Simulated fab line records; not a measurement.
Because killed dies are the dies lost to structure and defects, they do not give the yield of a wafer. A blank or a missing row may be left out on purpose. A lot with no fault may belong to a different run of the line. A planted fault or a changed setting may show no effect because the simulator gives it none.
Struck lot and sound lot, side by side :: flow sfq_line :: 14 out of 325 route steps
Sound: the wafers L134.1, L134.2, L134.6. Wafers struck: L153.1, L153.3, L153.6. The cause is named last.
For every step that has rows: the tool of each side, followed by ch and its chambers, followed by its first start. Under that, the readings that differ: sound wafers :: struck wafers :: difference of the means :: sigmas: that difference in standard deviations of wafers without a fault.
alike: words and numbers the same on both sides, and readings whose means are apart by under 2 such deviations; not compared: readings that were withheld, readings missing a value for some wafer, numbers with overlapping values and no deviation given by the record, and bounds like >300 which may hide the same value.
The two part at a step that has a row with sigmas, a row that says differs or no value, or rows on one side only. Numbers that don't overlap but have no deviation are shown without sigmas and don't part them. A reading missing from all wafers of one side parts the sides only when that side holds two or more wafers.

first, 4 steps without rows for these wafers: SFQ_TRILAYER_M5_LITHO_SOFTBAKE_127; SFQ_TRILAYER_M5_LITHO_EXPOSE_124 (exposes mask M5, target cd 700 nm); SFQ_TRILAYER_M5_LITHO_PEB_126 (peb time 60 s); SFQ_TRILAYER_M5_LITHO_DEVELOP_125 (time 60 s).
SFQ_M5_OVL_MEAS_932:
  sound: overlay-02 at day 43 19:03; struck: overlay-01 at day 60 20:42
  alike: M5_OVL
then, 1 step without rows for these wafers: SFQ_TRILAYER_M5_BARC_OPEN_METAL_ETCH_161 (etches BARC in O2, target depth 125 nm, time 41.7 s).
SFQ_TRILAYER_M5_ETCH_METAL_ETCH_126: etches Nb in Cl2/BCl3, stops on SiO2, time 203.2 s, target depth 265 nm.
  sound on rie_metal-02 ch 0,1, day 43 19:09; struck on rie_metal-04 ch 0,1, day 60 20:48
  alike: bias_w, drypump_motor_current_A, oes_product_au
  not compared: rf_hours_counter_h
SFQ_TRILAYER_M5_STRIP_STRIP_127: strips in O2.
  sound on rie_metal-02 ch 0,1, day 43 19:20; struck on rie_metal-04 ch 0,1, day 60 20:59
  alike: drypump_motor_current_A, oes_product_au
  not compared: rf_hours_counter_h
then, 2 steps without rows for these wafers: SFQ_TRILAYER_M5_STRIP_SOLV_CLEAN_128 (cleans in NMP, time 600 s); SFQ_TRILAYER_A5B_DEP_PECVD_129 (deposits SiO2 from SiH4/N2O, time 133.33 s, target thk 600 nm).
SFQ_TRILAYER_A5B_CMP_CMP_130: polishes, stops on Nb, target thk 340.7 nm.
  sound on cmp-02 ch 0,1,3, day 44 04:53; struck on cmp-02 ch 1,2,3, day 61 14:53
  alike: motor_current_A
SFQ_TRILAYER_A5B_METRO_MEASURE_131:
  sound: film_metro-01 at day 44 06:53; struck: film_metro-01 at day 61 16:53
  alike: thk_nm
SFQ_TRILAYER_R5_DEP_SPUTTER_132: material Ti, target thk 5 nm, time 5 s.
  sound: pvd_sputter-05 at day 44 08:05; struck: pvd_sputter-05 at day 61 18:05
reading: model.Ti_of_TRILAYER_R5_DEP_SPUTTER_132.thk_nm (nm)
sound: 4.947 4.836 4.94
struck: 2.918 2.993 2.961
difference: -1.950
sigmas: 
  alike: cathode_dc_power_W, throttle_valve_pct
SFQ_TRILAYER_R5_DEP_SPUTTER_133: material MoNx, target thk 40 nm, time 66.7 s.
  sound: pvd_sputter-05 at day 44 08:06; struck: pvd_sputter-05 at day 61 18:07
  alike: cathode_dc_power_W, throttle_valve_pct

== WHERE THEY PART ==
Nowhere in this record.

WHY: what the simulator had put in
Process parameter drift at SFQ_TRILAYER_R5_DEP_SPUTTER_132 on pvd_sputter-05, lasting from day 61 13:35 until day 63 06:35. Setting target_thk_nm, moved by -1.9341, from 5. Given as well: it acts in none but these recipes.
